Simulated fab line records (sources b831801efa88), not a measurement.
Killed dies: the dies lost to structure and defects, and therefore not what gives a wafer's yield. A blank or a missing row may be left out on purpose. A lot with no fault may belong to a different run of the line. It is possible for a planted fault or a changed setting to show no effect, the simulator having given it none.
fab line records ; flow sky130
[record] lots = 6; wafers = 18; lastDay = 50
route steps=708 shown CAP2M@614 METAL4@621 PAD_OPEN@708
lots that met no fault: taken from a fault-free run of the same line
startH: the number of hours between the record's first day and the start of the first shown wafer of the lot ; waitH: time in hours since the lot's previous step ; " unchanged from the row above ; L1.1+2: a row that stands for several wafers ; - value missing, or start not given ; * or withheld: withheld ; < > ~ a bound
route shown NAME@n: NAME is a module with steps in the file, n the number in the route of the first one ; usual: the fault-free wafers' mean and standard deviation ; same: alike in all rows ; chamber/n: place in a boat ; sites: each site's reading ; _std_site: how widely they spread, as a standard deviation ; _edge_site: inner sites' mean taken away from outer sites' mean ; radiusMm: how far each site lies from the wafer's centre ; mask NAME#n: copy n ; behind: tool/chamber where the wafer was last shaped ; hold: what put the lot on hold/how long, in hours/how the hold closed ; device: which transistor (n, p or np) failed to switch ; end of line: tests run on the same wafers once the route is complete ; step lacking rows: just its recipe ; killed: the dies lost at the first sort to structure and to defects; this is not the yield of the wafer ; map: a wafer's dies, marking killed ones x, the rest . and places with no die _
set.NAME: the setting as run; set.NAME@STEP: as run at that earlier step ; model.NAME: the simulator's own value behind a step, which no gauge read
a table for each step, a row for each wafer; lots at some steps of the route
services: the hour from which a tool's chamber was out of use, counted from the record's first day as startH (under 0 if before that day), plus the number of hours and why
[[steps]]
[step SKY_CAP2M_DEVELOP_11]
[recipe] resist = NOVOLAK; developer = TMAH; developTimeS = 60; devTempC = 23
[step SKY_CAP2M_OVL_MEAS_12]
[usual] CAP2M_OVL = -0.5/1.3
lot.wafer;tool;chamber;startH;waitH;CAP2M_OVL[nm]
L469.1;overlay-01;-;949.32;0.1;0.2
L469.4;overlay-01;-;949.32;0.1;0.1
L469.6;overlay-01;-;949.32;0.1;-0.7
L475.2;overlay-02;-;1000.91;0.1;-0.9
L475.3;overlay-02;-;1000.91;0.1;-2.7
L475.5;overlay-02;-;1000.91;0.1;-1.6
L478.1;overlay-02;-;1023.22;0.1;0.7
L478.3;overlay-02;-;1023.22;0.1;1.1
L478.5;overlay-02;-;1023.22;0.1;-2.2
L479.2;overlay-02;-;1030.14;0.1;-3.6
L479.5;overlay-02;-;1030.14;0.1;-1.2
L479.6;overlay-02;-;1030.14;0.1;-1.6
L488.2;overlay-02;-;1087.28;0.1;-1.5
L488.4;overlay-02;-;1087.28;0.1;-0.6
L488.5;overlay-02;-;1087.28;0.1;0.1
L492.1;overlay-02;-;1104.22;0.1;1.4
L492.5;overlay-02;-;1104.22;0.1;-0.9
L492.6;overlay-02;-;1104.22;0.1;-1.2
[step SKY_CAP2M_METAL_ETCH_13]
[recipe] targetDepthNm = 220; stopOn = SiO2; chemistry = Cl2/BCl3; target = TiN; pressureMtorr = 10; icpW = 900; biasW = 48.5; Cl2_flow_sccm = 60; bcl3FlowSccm = 30; timeS = 62.9
[usual] drypumpMotorCurrentA = 5.7/0.57; oesProductAu = 0.938/0.009; throttleValvePct = 21.903/0.011
lot.wafer;tool;chamber;startH;waitH;drypumpMotorCurrentA;oesProductAu;rfHoursCounterH;throttleValvePct
L469.1;rieMetal-03;1;949.36;0.0;5.4;0.935;5;21.883
L469.4;rieMetal-03;0;949.36;0.0;6.8;0.953;-;21.917
L469.6;rieMetal-03;1;949.36;0.0;5.4;0.950;-;21.894
L475.2;rieMetal-01;0;1000.94;0.0;5.9;0.917;6;21.906
L475.3;rieMetal-01;0;1000.94;0.0;5.9;0.926;-;21.918
L475.5;rieMetal-01;1;1000.94;0.0;4.9;0.936;-;21.905
L478.1;rieMetal-04;0;1023.26;0.0;6.3;0.921;17;21.909
L478.3;rieMetal-04;1;1023.26;0.0;5.3;0.940;-;21.883
L478.5;rieMetal-04;0;1023.26;0.0;6.3;0.931;-;21.895
L479.2;rieMetal-04;0;1030.17;0.0;6.3;0.932;17;21.906
L479.5;rieMetal-04;1;1030.17;0.0;5.3;0.938;-;21.902
L479.6;rieMetal-04;0;1030.17;0.0;6.3;0.925;-;21.908
L488.2;rieMetal-04;1;1087.31;0.0;5.3;0.949;13;21.908
L488.4;rieMetal-04;0;1087.31;0.0;6.3;0.942;-;21.898
L488.5;rieMetal-04;0;1087.31;0.0;6.3;0.935;-;21.911
L492.1;rieMetal-04;1;1104.26;0.0;5.3;0.945;14;21.908
L492.5;rieMetal-04;0;1104.26;0.0;6.3;0.943;-;21.879
L492.6;rieMetal-04;1;1104.26;0.0;5.3;0.941;-;21.888
[step SKY_CAP2M_STRIP_14]
[recipe] chemistry = O2/N2; powerW = 1400; pressureMtorr = 1500; platenTempC = withheld; o2FlowSccm = 3000; n2FlowSccm = 300; overashFraction = 0.5
[usual] drypumpMotorCurrentA = 5.8/0.46; oesProductAu = 0.709/0.0042; stripTimeToEndpointS = 12.68/0.046
lot.wafer;tool;chamber;startH;waitH;drypumpMotorCurrentA;oesProductAu;rfHoursCounterH;stripTimeToEndpointS
L469.1;plasmaAsher-03;0;949.44;0.1;6.5;0.717;117;12.68
L469.4;plasmaAsher-03;0;949.44;0.1;6.5;0.710;-;12.70
L469.6;plasmaAsher-03;1;949.44;0.1;5.5;0.716;-;12.70
L475.2;plasmaAsher-03;1;1001.02;0.1;5.6;0.706;123;12.72
L475.3;plasmaAsher-03;0;1001.02;0.1;6.6;0.711;-;12.71
L475.5;plasmaAsher-03;0;1001.02;0.1;6.5;0.705;-;12.68
L478.1;plasmaAsher-01;0;1023.34;0.1;5.3;0.710;56;12.73
L478.3;plasmaAsher-01;1;1023.34;0.1;6.3;0.708;-;12.67
L478.5;plasmaAsher-01;1;1023.34;0.1;6.3;0.699;-;12.74
L479.2;plasmaAsher-03;0;1030.25;0.1;6.5;0.708;126;12.75
L479.5;plasmaAsher-03;0;1030.25;0.1;6.5;0.707;-;12.66
L479.6;plasmaAsher-03;1;1030.25;0.1;5.6;0.717;-;12.70
L488.2;plasmaAsher-01;1;1087.39;0.1;6.3;0.708;62;12.67
L488.4;plasmaAsher-01;0;1087.39;0.1;5.3;0.709;-;12.73
L488.5;plasmaAsher-01;0;1087.39;0.1;5.3;0.709;-;12.73
L492.1;plasmaAsher-02;0;1104.34;0.1;5.9;0.707;97;12.69
L492.5;plasmaAsher-02;1;1104.34;0.1;5.4;0.706;-;12.68
L492.6;plasmaAsher-02;0;1104.34;0.1;5.9;0.706;-;12.69
[step SKY_CAP2M_STRIP_15]
[recipe] chemistry = postEtchResidueRemover; timeS = 1200; tempC = 72.5
[step SKY_CAP2M_CLEAN_16]
[recipe] chemistry = IPA; timeS = 180; tempC = 25
[step SKY_CAP2M_CLEAN_17]
[recipe] chemistry = O3/DIW; dry = n2Spin
[step SKY_METAL4_DEHYDRATE_05]
[recipe] tempC = 200; timeS = 60
[step SKY_METAL4_HMDS_06]
[recipe] primeTimeS = 60; primeTempC = 120
[step SKY_METAL4_COAT_07]
[recipe] resist = BARC; tempC = withheld; timeS = withheld; spinRpm = 3000; resistThkNm = 60
[step SKY_METAL4_COAT_08]
[recipe] resist = KrF-thick; spinRpm = 3000; resistThkNm = 1140
[step SKY_METAL4_SOFTBAKE_09]
[recipe] tempC = 100; timeS = 90; resist = KrF-thick
[step SKY_METAL4_EXPOSE_10]
[recipe] maskId = MM4; na = 0.68; sourceShape = annular; sigmaInner = 0.4; sigmaOuter = 0.8; targetCdNm = 300; doseMj = 28
[usual] exposureDoseMJCm2 = 27.97/0.045
lot.wafer;tool;chamber;startH;waitH;mask;exposureDoseMJCm2
L469.1;krfScanner-01;0;961.42;-;MM4#0;27.97
L469.4;krfScanner-01;0;961.42;-;MM4#0;27.93
L469.6;krfScanner-01;0;961.42;-;MM4#0;27.90
L475.2;krfScanner-02;0;1013.20;-;MM4#0;27.88
L475.3;krfScanner-02;0;1013.20;-;MM4#0;27.94
L475.5;krfScanner-02;0;1013.20;-;MM4#0;27.94
L478.1;krfScanner-02;0;1034.81;-;MM4#0;28.00
L478.3;krfScanner-02;0;1034.81;-;MM4#0;28.04
L478.5;krfScanner-02;0;1034.81;-;MM4#0;28.00
L479.2;krfScanner-02;0;1042.39;-;MM4#0;28.00
L479.5;krfScanner-02;0;1042.39;-;MM4#0;28.00
L479.6;krfScanner-02;0;1042.39;-;MM4#0;27.98
L488.2;krfScanner-01;0;1099.00;-;MM4#0;27.95
L488.4;krfScanner-01;0;1099.00;-;MM4#0;27.91
L488.5;krfScanner-01;0;1099.00;-;MM4#0;27.93
L492.1;krfScanner-01;0;1115.53;-;MM4#0;27.90
L492.5;krfScanner-01;0;1115.53;-;MM4#0;27.94
L492.6;krfScanner-01;0;1115.53;-;MM4#0;27.95
[step SKY_METAL4_PEB_11]
[recipe] pebTempC = withheld; pebTimeS = withheld; resist = KrF-thick
[step SKY_METAL4_DEVELOP_12]
[recipe] developTimeS = 60; resist = KrF-thick; devTempC = 21
[step SKY_METAL4_CD_MEAS_13]
[recipe] targetCdNm = 300
[usual] cdNm = 299.5/1.5
lot.wafer;tool;chamber;startH;waitH;hold;cdNm
L469.1;cdSem-01;-;973.51;-;-;300.4
L469.4;cdSem-01;-;973.51;-;-;299.7
L469.6;cdSem-01;-;973.51;-;-;299.9
L475.2;cdSem-02;-;1024.98;-;-;295.7
L475.3;cdSem-02;-;1024.98;-;-;297.4
L475.5;cdSem-02;-;1024.98;-;-;298.5
L478.1;cdSem-02;-;1045.78;-;awaitDispo/0.2h/release;171.8
L478.3;cdSem-02;-;1045.78;-;awaitDispo/0.2h/release;170.7
L478.5;cdSem-02;-;1045.78;-;awaitDispo/0.2h/release;233.5
L478.1;cdSem-02;-;1046.06;0.3;-;171.9
L478.3;cdSem-02;-;1046.06;0.3;-;170.5
L478.5;cdSem-02;-;1046.06;0.3;-;233.6
L479.2;cdSem-01;-;1053.29;-;awaitDispo/0.2h/release;250.8
L479.5;cdSem-01;-;1053.29;-;awaitDispo/0.2h/release;242.6
L479.6;cdSem-01;-;1053.29;-;awaitDispo/0.2h/release;172.6
L479.2;cdSem-01;-;1053.58;0.3;-;250.9
L479.5;cdSem-01;-;1053.58;0.3;-;242.8
L479.6;cdSem-01;-;1053.58;0.3;-;172.4
L488.2;cdSem-02;-;1107.83;-;-;300.7
L488.4;cdSem-02;-;1107.83;-;-;299.7
L488.5;cdSem-02;-;1107.83;-;-;299.6
L492.1;cdSem-01;-;1124.74;-;-;301.2
L492.5;cdSem-01;-;1124.74;-;-;300.4
L492.6;cdSem-01;-;1124.74;-;-;300.4
[step SKY_PAD_OPEN_PROBE_99]
[usual] defectLimitedYield = 82.1/1.9; killed_at_M0_to_M3 = 44/7.3; killed_at_M4_up = 3.5/1.8; killedAtContacts = 24/5.8; killedAtFrontEnd = 16/4.3; killedAtOther = 0.5/0.68; killedDies = 88/9.4; killedOpen = 48/6.8; killedShort = 40/6.1; sort_bin_3_pad_short = 0.9/0.39; sort_bin_5_function = 10.5/1.4; sort_bin_6_memory = 6.4/1.1; sortNPass = 404/9.4; sortYieldPct = 82.1/1.9
[same] grossDies = 492; killedAtBackSide = 0; sort_bin_4_leakage[%] = 0; sort_bin_8_speed[%] = 0
lot.wafer;tool;chamber;startH;waitH;defectLimitedYield[%];killed_at_M0_to_M3;killed_at_M4_up;killedAtContacts;killedAtFrontEnd;killedAtOther;killedDies;killedOpen;killedShort;sort_bin_3_pad_short[%];sort_bin_5_function[%];sort_bin_6_memory[%];sortNPass;sortYieldPct[%]
L469.1;prober-02;-;1071.62;0.1;81.1;48;5;28;12;0;93;41;52;0.8;10.2;7.9;399;81.1
L469.4;prober-02;-;1071.77;0.2;82.1;40;2;24;22;0;88;48;40;1.0;10.8;6.1;404;82.1
L469.6;prober-02;-;1071.87;0.2;79.1;51;5;28;18;1;103;54;49;0.6;14.4;5.9;389;79.1
L475.2;prober-02;-;1114.39;0.1;79.9;43;2;39;15;0;99;56;43;0.8;12.0;7.3;393;79.9
L475.3;prober-02;-;1114.44;0.2;79.9;54;1;26;17;1;99;59;40;0.8;13.2;6.1;393;79.9
L475.5;prober-02;-;1114.54;0.2;80.3;50;1;36;10;0;97;60;37;0.8;13.2;5.7;395;80.3
// killed by level:class
L469.1 CONTACT:geometricParticle:short=11 METAL2:geometricParticle:short=11 VIA1:geometricParticle:open=10 VIA3:geometricParticle:open=7 LI_CONTACT:geometricParticle:open=6 POLY_GATE:geometricParticle:short=5 CONTACT:geometricParticle:open=5 VIA2:geometricParticle:open=5
L469.4 CONTACT:geometricParticle:open=11 METAL2:geometricParticle:short=7 POLY_GATE:geometricParticle:open=6 LI_CONTACT:geometricParticle:open=6 VIA2:geometricParticle:short=6 VIA1:geometricParticle:open=5 VIA2:geometricParticle:open=5 VIA3:geometricParticle:open=5
L469.6 VIA1:geometricParticle:open=13 CONTACT:geometricParticle:open=11 LI_CONTACT:geometricParticle:open=8 FIELD_ISO:geometricParticle:short=7 VIA3:geometricParticle:open=7 METAL2:geometricParticle:short=6 METAL3:geometricParticle:short=6 VIA2:geometricParticle:open=5
L475.2 LI_CONTACT:geometricParticle:open=14 CONTACT:geometricParticle:open=11 VIA2:geometricParticle:open=8 METAL3:geometricParticle:short=7 FIELD_ISO:geometricParticle:open=5 LI_CONTACT:geometricParticle:short=5 VIA1:geometricParticle:open=5 METAL2:geometricParticle:short=5
L475.3 VIA1:geometricParticle:open=12 CONTACT:geometricParticle:open=9 VIA2:geometricParticle:open=9 VIA3:geometricParticle:open=8 LI_CONTACT:geometricParticle:open=7 METAL1:geometricParticle:short=6 SPACER:geometricParticle:short=5 CONTACT:geometricParticle:short=4
L475.5 CONTACT:geometricParticle:open=13 VIA1:geometricParticle:open=10 VIA3:geometricParticle:open=9 VIA2:geometricParticle:open=7 LI_CONTACT:geometricParticle:open=7 METAL1:geometricParticle:short=7 CONTACT:geometricParticle:short=6 LI_CONTACT:geometricParticle:short=4
[[services]]
tool;chamber;startH;hours;kind
plasmaAsher-03;-;933.10;1.2;repair
rieMetal-01;1;936.75;1.5;repair
krfScanner-01;-;946.19;0.8;pm
rieMetal-04;0;948.33;18.1;repair
krfScanner-02;-;948.73;15.1;repair
plasmaAsher-01;-;949.66;28.1;pm
krfScanner-01;-;963.97;36.0;pm
plasmaAsher-01;-;977.76;2.8;pm
plasmaAsher-02;-;988.31;2.2;repair
plasmaAsher-03;-;1008.37;1.1;repair
krfScanner-02;-;1014.31;5.3;repair
plasmaAsher-01;-;1033.82;2.5;repair
krfScanner-01;-;1034.87;1.3;pm
plasmaAsher-01;-;1038.57;4.5;repair
krfScanner-02;-;1038.86;0.8;pm
krfScanner-01;-;1039.66;0.8;pm
plasmaAsher-03;-;1055.25;9.0;pm
plasmaAsher-01;-;1064.22;4.4;repair
krfScanner-01;-;1071.47;1.0;pm
krfScanner-02;-;1073.22;1.4;repair
krfScanner-02;-;1085.07;1.0;pm
plasmaAsher-01;-;1088.51;4.0;pm
krfScanner-02;-;1090.81;1.3;pm
krfScanner-02;-;1106.14;6.8;repair
[[key]]
[firstSign] step = SKY_METAL4_CD_MEAS_13; reading = visit; direction = added
[effect] step = SKY_METAL4_CD_MEAS_13; reading = cdNm; direction = down; sigmas = 61; usual = 299.5; struck = 207.0
metAt SKY_METAL4_EXPOSE_10
struckWafers L478.1,L478.3,L478.5,L479.2,L479.5,L479.6
scrappedBehind SKY_METAL4_CD_MEAS_13 L478.1,L478.3,L478.5,L479.2,L479.5,L479.6
onsetBetween 1013.20 1034.81
[fault] kind = processParameterDrift; tool = krfScanner-02; chamber = -; onsetH = 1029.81; steps = SKY_METAL4_EXPOSE_10; channel = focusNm; offset = 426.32; spreadByWafer = 0.3; shape = step; endH = 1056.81
